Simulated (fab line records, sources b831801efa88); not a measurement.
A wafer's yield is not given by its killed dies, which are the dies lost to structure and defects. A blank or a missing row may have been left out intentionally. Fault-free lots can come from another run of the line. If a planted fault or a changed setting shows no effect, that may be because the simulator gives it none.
The tool behind it: which one? :: flow gf180mcu :: Sampling: 11 lots, 33 wafers, 6 of 602 route steps

WHAT THE GAUGES SHOWED, per wafer
GF_VT_IMPLANT_TW_MEAS_32. Usual: for VT_IMPLANT_3_TW the level is 266.6 and the standard deviation is 2.1.
lot: L534
measured: day 6 20:32
on: film metro-02
VT_IMPLANT_3_TW: 267.2 266.8 268.7
flag: 

lot: L535
measured: day 7 01:55
on: film metro-02
VT_IMPLANT_3_TW: 269.2 267.3 268.8
flag: 

lot: L536
measured: day 7 08:09
on: film metro-02
VT_IMPLANT_3_TW: 267.5 266.1 268.0
flag: 

lot: L543
measured: day 9 05:46
on: film metro-02
VT_IMPLANT_3_TW: 29.9 29.8 29.8
flag: OFF

lot: L549
measured: day 11 00:35
on: film metro-02
VT_IMPLANT_3_TW: 266.8 266.4 265.6
flag: 

lot: L551
measured: day 11 12:54
on: film metro-01
VT_IMPLANT_3_TW: 266.7 266.7 266.1
flag: 

lot: L552
measured: day 11 20:55
on: film metro-02
VT_IMPLANT_3_TW: 264.7 266.3 266.4
flag: 

lot: L553
measured: day 12 03:30
on: film metro-01
VT_IMPLANT_3_TW: 266.2 266.1 266.0
flag: 

lot: L554
measured: day 12 07:31
on: film metro-01
VT_IMPLANT_3_TW: 266.6 265.9 266.5
flag: 

lot: L555
measured: day 12 12:41
on: film metro-02
VT_IMPLANT_3_TW: 267.3 267.6 266.4
flag: 

lot: L557
measured: day 13 04:05
on: film metro-03
VT_IMPLANT_3_TW: 268.0 266.9 268.0
flag: 

GF_V2_THK_MEAS_25: measures by xrf. Usual: for V2_W_THK the level is 358 nm and the standard deviation is 5.4.
lot: L534
measured: day 20 01:33
on: film metro-01
V2_W_THK (nm): 350 350 349
flag: 

lot: L535
measured: day 20 08:54
on: film metro-01
V2_W_THK (nm): 351 348 353
flag: 

lot: L536
measured: day 20 17:46
on: film metro-03
V2_W_THK (nm): 361 362 361
flag: 

lot: L549
measured: day 25 15:25
on: film metro-03
V2_W_THK (nm): 352 354 359
flag: 

lot: L551
measured: day 26 19:41
on: film metro-01
V2_W_THK (nm): 353 356 354
flag: 

lot: L552
measured: day 26 16:20
on: film metro-04
V2_W_THK (nm): 364 365 363
flag: 

lot: L553
measured: day 26 20:56
on: film metro-04
V2_W_THK (nm): 359 361 355
flag: 

lot: L554
measured: day 27 02:16
on: film metro-03
V2_W_THK (nm): 357 348 352
flag: 

lot: L555
measured: day 27 10:57
on: film metro-01
V2_W_THK (nm): 353 359 359
flag: 

lot: L557
measured: day 28 00:04
on: film metro-03
V2_W_THK (nm): 360 355 361
flag: 

EACH LOT AND THE TOOL THAT RAN IT (in order: tool; ch and the chambers of the sampled wafers; start)
lot: L534
GF_VT_IMPLANT_STRIP_20: plasma asher-03 ch 0, day 6 05:08
GF_VT_IMPLANT_STRIP_31: plasma asher-04 ch 1, day 6 20:26
GF_SAB_ETCH_11: rie diel-01 ch 0,1,2, day 15 00:00
GF_CONTACT_CVD_02: pecvd-04 ch 0,1,2, day 15 00:59

lot: L535
GF_VT_IMPLANT_STRIP_20: plasma asher-03 ch 0,1, day 6 10:14
GF_VT_IMPLANT_STRIP_31: plasma asher-04 ch 0,1, day 7 01:48
GF_SAB_ETCH_11: rie diel-01 ch 0,1,2, day 15 06:43
GF_CONTACT_CVD_02: pecvd-02 ch 0,1,2, day 15 07:41

lot: L536
GF_VT_IMPLANT_STRIP_20: plasma asher-03 ch 0,1, day 6 17:02
GF_VT_IMPLANT_STRIP_31: plasma asher-03 ch 0,1, day 7 08:03
GF_SAB_ETCH_11: rie diel-01 ch 0,2, day 15 14:04
GF_CONTACT_CVD_02: pecvd-04 ch 0,1, day 15 15:02

lot: L543
GF_VT_IMPLANT_STRIP_20: plasma asher-01 ch 0,1, day 8 13:05
GF_VT_IMPLANT_STRIP_31: plasma asher-01 ch 0,1, day 9 05:41
GF_SAB_ETCH_11: -
GF_CONTACT_CVD_02: -

lot: L549
GF_VT_IMPLANT_STRIP_20: plasma asher-04 ch 0,1, day 10 06:32
GF_VT_IMPLANT_STRIP_31: plasma asher-03 ch 0,1, day 11 00:29
GF_SAB_ETCH_11: rie diel-04 ch 0,1, day 20 11:40
GF_CONTACT_CVD_02: pecvd-02 ch 0,2, day 20 12:39

lot: L551
GF_VT_IMPLANT_STRIP_20: plasma asher-03 ch 0,1, day 10 18:39
GF_VT_IMPLANT_STRIP_31: plasma asher-03 ch 0, day 11 12:48
GF_SAB_ETCH_11: rie diel-02 ch 0,1,2, day 21 08:22
GF_CONTACT_CVD_02: pecvd-02 ch 0,1, day 21 09:21

lot: L552
GF_VT_IMPLANT_STRIP_20: plasma asher-04 ch 0,1, day 11 02:28
GF_VT_IMPLANT_STRIP_31: plasma asher-03 ch 0,1, day 11 20:49
GF_SAB_ETCH_11: rie diel-01 ch 0,3, day 21 16:52
GF_CONTACT_CVD_02: pecvd-01 ch 0,1,2, day 21 17:53

lot: L553
GF_VT_IMPLANT_STRIP_20: plasma asher-01 ch 0, day 11 08:32
GF_VT_IMPLANT_STRIP_31: plasma asher-04 ch 0,1, day 12 03:23
GF_SAB_ETCH_11: rie diel-01 ch 0,1,3, day 21 20:36
GF_CONTACT_CVD_02: pecvd-01 ch 0,1, day 21 21:35

lot: L554
GF_VT_IMPLANT_STRIP_20: plasma asher-03 ch 0,1, day 11 12:11
GF_VT_IMPLANT_STRIP_31: plasma asher-01 ch 0,1, day 12 07:26
GF_SAB_ETCH_11: rie diel-04 ch 0,1, day 22 03:19
GF_CONTACT_CVD_02: pecvd-01 ch 0,1,2, day 22 04:35

lot: L555
GF_VT_IMPLANT_STRIP_20: plasma asher-04 ch 0, day 11 17:32
GF_VT_IMPLANT_STRIP_31: plasma asher-04 ch 0,1, day 12 12:35
GF_SAB_ETCH_11: rie diel-02 ch 0,1,3, day 22 13:33
GF_CONTACT_CVD_02: pecvd-01 ch 0,1,2, day 22 14:31

lot: L557
GF_VT_IMPLANT_STRIP_20: plasma asher-04 ch 0,1, day 12 07:42
GF_VT_IMPLANT_STRIP_31: plasma asher-03 ch 0,1, day 13 03:59
GF_SAB_ETCH_11: rie diel-04 ch 0,1,2, day 23 05:12
GF_CONTACT_CVD_02: pecvd-02 ch 0,1, day 23 06:11
- GF_VT_IMPLANT_STRIP_20: strips in O2/N2.
- GF_VT_IMPLANT_STRIP_31: strips in O2/N2.
- GF_SAB_ETCH_11: etches SiO2 in C4F8/O2/Ar, target depth 55 nm, time 8.5 s.
- GF_CONTACT_CVD_02: deposits SiO2 from TEOS, target thk 860 nm, time 95.992 s.

AS READ BY THE TOOLS THEMSELVES (means over the sampled wafers that have a number; for cases with no such wafer, the mark the record gives instead)
GF_VT_IMPLANT_STRIP_20. Usual: chamber pressure mTorr 1499.9 mTorr, standard deviation 1.4; drypump motor current A 5.5 A, standard deviation 0.42; heater power w 347 W, standard deviation 20; oes product au 0.716 a.u., standard deviation 0.0043; strip time to endpoint s 12.62 s, standard deviation 0.038.
lot: L534
tool: plasma asher-03
chamber pressure mTorr (mTorr): 1499.9
drypump motor current A (A): 5.7
heater power w (W): 323
oes product au (a.u.): 0.716
strip time to endpoint s (s): 12.64
flag: 

lot: L535
tool: plasma asher-03
chamber pressure mTorr (mTorr): 1498.4
drypump motor current A (A): 5.5
heater power w (W): 341
oes product au (a.u.): 0.714
strip time to endpoint s (s): 12.60
flag: 

lot: L536
tool: plasma asher-03
chamber pressure mTorr (mTorr): 1500.9
drypump motor current A (A): 5.5
heater power w (W): 340
oes product au (a.u.): 0.723
strip time to endpoint s (s): 12.56
flag: 

lot: L543
tool: plasma asher-01
chamber pressure mTorr (mTorr): 1498.0
drypump motor current A (A): 5.8
heater power w (W): 343
oes product au (a.u.): 0.891
strip time to endpoint s (s): -
flag: OFF

lot: L549
tool: plasma asher-04
chamber pressure mTorr (mTorr): 1499.8
drypump motor current A (A): 5.5
heater power w (W): 348
oes product au (a.u.): 0.715
strip time to endpoint s (s): 12.66
flag: 

lot: L551
tool: plasma asher-03
chamber pressure mTorr (mTorr): 1501.0
drypump motor current A (A): 5.5
heater power w (W): 342
oes product au (a.u.): 0.716
strip time to endpoint s (s): 12.55
flag: 

lot: L552
tool: plasma asher-04
chamber pressure mTorr (mTorr): 1500.2
drypump motor current A (A): 5.4
heater power w (W): 342
oes product au (a.u.): 0.715
strip time to endpoint s (s): 12.60
flag: 

lot: L553
tool: plasma asher-01
chamber pressure mTorr (mTorr): 1498.3
drypump motor current A (A): 6.0
heater power w (W): 357
oes product au (a.u.): 0.715
strip time to endpoint s (s): 12.58
flag: 

lot: L554
tool: plasma asher-03
chamber pressure mTorr (mTorr): 1498.4
drypump motor current A (A): 5.5
heater power w (W): 339
oes product au (a.u.): 0.714
strip time to endpoint s (s): 12.64
flag: 

lot: L555
tool: plasma asher-04
chamber pressure mTorr (mTorr): 1498.8
drypump motor current A (A): 5.8
heater power w (W): 363
oes product au (a.u.): 0.718
strip time to endpoint s (s): 12.64
flag: 

lot: L557
tool: plasma asher-04
chamber pressure mTorr (mTorr): 1499.5
drypump motor current A (A): 5.1
heater power w (W): 338
oes product au (a.u.): 0.717
strip time to endpoint s (s): 12.63
flag: 

GF_VT_IMPLANT_STRIP_31. Usual: chamber pressure mTorr 1500.0 mTorr, standard deviation 1.3; drypump motor current A 5.4 A, standard deviation 0.46; heater power w 346 W, standard deviation 20; oes product au 0.716 a.u., standard deviation 0.0052; strip time to endpoint s 12.61 s, standard deviation 0.039.
lot: L534
tool: plasma asher-04
chamber pressure mTorr (mTorr): 1501.5
drypump motor current A (A): 4.8
heater power w (W): 322
oes product au (a.u.): 0.718
strip time to endpoint s (s): 12.58
flag: 

lot: L535
tool: plasma asher-04
chamber pressure mTorr (mTorr): 1500.8
drypump motor current A (A): 5.4
heater power w (W): 347
oes product au (a.u.): 0.715
strip time to endpoint s (s): 12.67
flag: 

lot: L536
tool: plasma asher-03
chamber pressure mTorr (mTorr): 1500.7
drypump motor current A (A): 5.3
heater power w (W): 359
oes product au (a.u.): 0.715
strip time to endpoint s (s): 12.61
flag: 

lot: L543
tool: plasma asher-01
chamber pressure mTorr (mTorr): 1498.6
drypump motor current A (A): 5.8
heater power w (W): 351
oes product au (a.u.): 0.721
strip time to endpoint s (s): 23.53
flag: OFF

lot: L549
tool: plasma asher-03
chamber pressure mTorr (mTorr): 1501.6
drypump motor current A (A): 5.6
heater power w (W): 335
oes product au (a.u.): 0.716
strip time to endpoint s (s): 12.52
flag: 

lot: L551
tool: plasma asher-03
chamber pressure mTorr (mTorr): 1500.9
drypump motor current A (A): 5.7
heater power w (W): 317
oes product au (a.u.): 0.720
strip time to endpoint s (s): 12.53
flag: 

lot: L552
tool: plasma asher-03
chamber pressure mTorr (mTorr): 1501.1
drypump motor current A (A): 5.5
heater power w (W): 340
oes product au (a.u.): 0.716
strip time to endpoint s (s): 12.60
flag: 

lot: L553
tool: plasma asher-04
chamber pressure mTorr (mTorr): 1500.1
drypump motor current A (A): 5.1
heater power w (W): 343
oes product au (a.u.): 0.716
strip time to endpoint s (s): 12.54
flag: 

lot: L554
tool: plasma asher-01
chamber pressure mTorr (mTorr): 1500.1
drypump motor current A (A): 5.6
heater power w (W): 343
oes product au (a.u.): 0.716
strip time to endpoint s (s): 12.66
flag: 

lot: L555
tool: plasma asher-04
chamber pressure mTorr (mTorr): 1500.2
drypump motor current A (A): 5.5
heater power w (W): 350
oes product au (a.u.): 0.720
strip time to endpoint s (s): 12.61
flag: 

lot: L557
tool: plasma asher-03
chamber pressure mTorr (mTorr): 1500.1
drypump motor current A (A): 5.5
heater power w (W): 336
oes product au (a.u.): 0.719
strip time to endpoint s (s): 12.59
flag: 

GF_SAB_ETCH_11. Usual: chamber pressure mTorr 40.00 mTorr, standard deviation 0.035; oes product au 0.995 a.u., standard deviation 0.01.
lot: L534
tool: rie diel-01
chamber pressure mTorr (mTorr): 40.02
oes product au (a.u.): 0.988
flag: 

lot: L535
tool: rie diel-01
chamber pressure mTorr (mTorr): 40.00
oes product au (a.u.): 0.991
flag: 

lot: L536
tool: rie diel-01
chamber pressure mTorr (mTorr): 39.99
oes product au (a.u.): 1.000
flag: 

lot: L549
tool: rie diel-04
chamber pressure mTorr (mTorr): 39.97
oes product au (a.u.): 0.985
flag: 

lot: L551
tool: rie diel-02
chamber pressure mTorr (mTorr): 40.02
oes product au (a.u.): 0.997
flag: 

lot: L552
tool: rie diel-01
chamber pressure mTorr (mTorr): 39.99
oes product au (a.u.): 0.999
flag: 

lot: L553
tool: rie diel-01
chamber pressure mTorr (mTorr): 40.01
oes product au (a.u.): 0.986
flag: 

lot: L554
tool: rie diel-04
chamber pressure mTorr (mTorr): 40.01
oes product au (a.u.): 0.984
flag: 

lot: L555
tool: rie diel-02
chamber pressure mTorr (mTorr): 39.99
oes product au (a.u.): 0.988
flag: 

lot: L557
tool: rie diel-04
chamber pressure mTorr (mTorr): 40.00
oes product au (a.u.): 0.993
flag: 

GF_CONTACT_CVD_02. Usual: 634 W for heater power w, sd 130.
lot: L534
tool: pecvd-04
heater power w (W): 644
flag: 

lot: L535
tool: pecvd-02
heater power w (W): 627
flag: 

lot: L536
tool: pecvd-04
heater power w (W): 608
flag: 

lot: L549
tool: pecvd-02
heater power w (W): 639
flag: 

lot: L551
tool: pecvd-02
heater power w (W): 736
flag: 

lot: L552
tool: pecvd-01
heater power w (W): 647
flag: 

lot: L553
tool: pecvd-01
heater power w (W): 479
flag: 

lot: L554
tool: pecvd-01
heater power w (W): 583
flag: 

lot: L555
tool: pecvd-01
heater power w (W): 622
flag: 

lot: L557
tool: pecvd-02
heater power w (W): 799
flag: 

THE ANSWER, worked out from the rows above alone
Rule: a lot is off if the mean of its wafers that have a number lies more than 3 standard deviations from the usual mean. A lot without any number at a reading at which 4 lots or more have one is off too. The other lots that the step has rows for count as sound. First the gauges in route order, then the tools' own readings, where a lot's mean is used as printed above. At the first step where some lot is off, the reading lying furthest off is the one used; lots without a number count as furthest.
Off: at GF_VT_IMPLANT_TW_MEAS_32 (VT_IMPLANT_3_TW), L543.
If a tool, at a process step before that reading, ran all the lots that are off and no sound lot after the first of them, it fits. The gauges at GF_VT_IMPLANT_TW_MEAS_32 aren't tried: what is off there is off at GF_VT_IMPLANT_STRIP_20 too, on other tools, and a gauge's error can't cause that. No candidate that was tried fits.

WHAT THE SIMULATOR HAD INSERTED
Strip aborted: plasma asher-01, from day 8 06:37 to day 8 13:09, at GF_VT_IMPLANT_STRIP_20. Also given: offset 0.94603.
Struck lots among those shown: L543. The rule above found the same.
